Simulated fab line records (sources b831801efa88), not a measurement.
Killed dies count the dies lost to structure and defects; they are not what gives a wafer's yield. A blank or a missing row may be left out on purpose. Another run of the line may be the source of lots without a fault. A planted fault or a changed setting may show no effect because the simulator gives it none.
What tool caused it? :: flow sky130 :: 30 wafers sampled from 10 lots at 1 step of a route of 708

WHAT EACH GAUGE READ, for each wafer
SKY_VIA3_OVL_MEAS_13. Usual: VIA3_OVL 1 nm, standard deviation 5.3.
lot: L420
measured: day 39 19:01
on: overlay-01
VIA3_OVL (nm): 15 4 5
flag: 

lot: L422
measured: day 40 05:40
on: overlay-02
VIA3_OVL (nm): -6 -1 -4
flag: 

lot: L424
measured: day 40 11:27
on: overlay-01
VIA3_OVL (nm): -1 -5 2
flag: 

lot: L427
measured: day 41 14:00
on: overlay-01
VIA3_OVL (nm): 1 3 0
flag: 

lot: L428
measured: day 41 18:30
on: overlay-01
VIA3_OVL (nm): -2 1 -1
flag: 

lot: L431
measured: day 42 11:45
on: overlay-02
VIA3_OVL (nm): 1 -3 -10
flag: 

lot: L438
measured: day 44 10:22
on: overlay-01
VIA3_OVL (nm): -3 1 -5
flag: 

lot: L440
measured: day 45 05:54
on: overlay-02
VIA3_OVL (nm): 0 0 -2
flag: 

lot: L441
measured: day 45 22:16
on: overlay-01
VIA3_OVL (nm): -2 -1 -3
flag: 

lot: L442
measured: day 45 23:00
on: overlay-02
VIA3_OVL (nm): -2 -2 -4
flag: 

TOOL THAT RAN EACH LOT (tool first, then ch and the chambers of the sampled wafers, then the start)
The record shows no process step preceding these readings.

AS READ BY THE TOOLS THEMSELVES (means over the sampled wafers that have a number; for cases with no such wafer, the mark the record gives instead)
The record holds no such reading with a usual standard deviation.

THE ANSWER, worked out from the rows above alone
Rule: lot off if the mean of its wafers having a number is beyond 3 standard deviations from the usual mean. A lot without any number at a reading at which 4 lots or more have one is off too. All remaining lots with rows at the step are treated as sound. Order of review: gauges by route order, followed by the tools' own readings, for which a lot's mean as printed above is used. At the first step where some lot is off, the reading lying furthest off is the one used; lots without a number count as furthest.
None of the lots is off at any reading shown; this tells nothing.

WHAT THE SIMULATOR PUT IN
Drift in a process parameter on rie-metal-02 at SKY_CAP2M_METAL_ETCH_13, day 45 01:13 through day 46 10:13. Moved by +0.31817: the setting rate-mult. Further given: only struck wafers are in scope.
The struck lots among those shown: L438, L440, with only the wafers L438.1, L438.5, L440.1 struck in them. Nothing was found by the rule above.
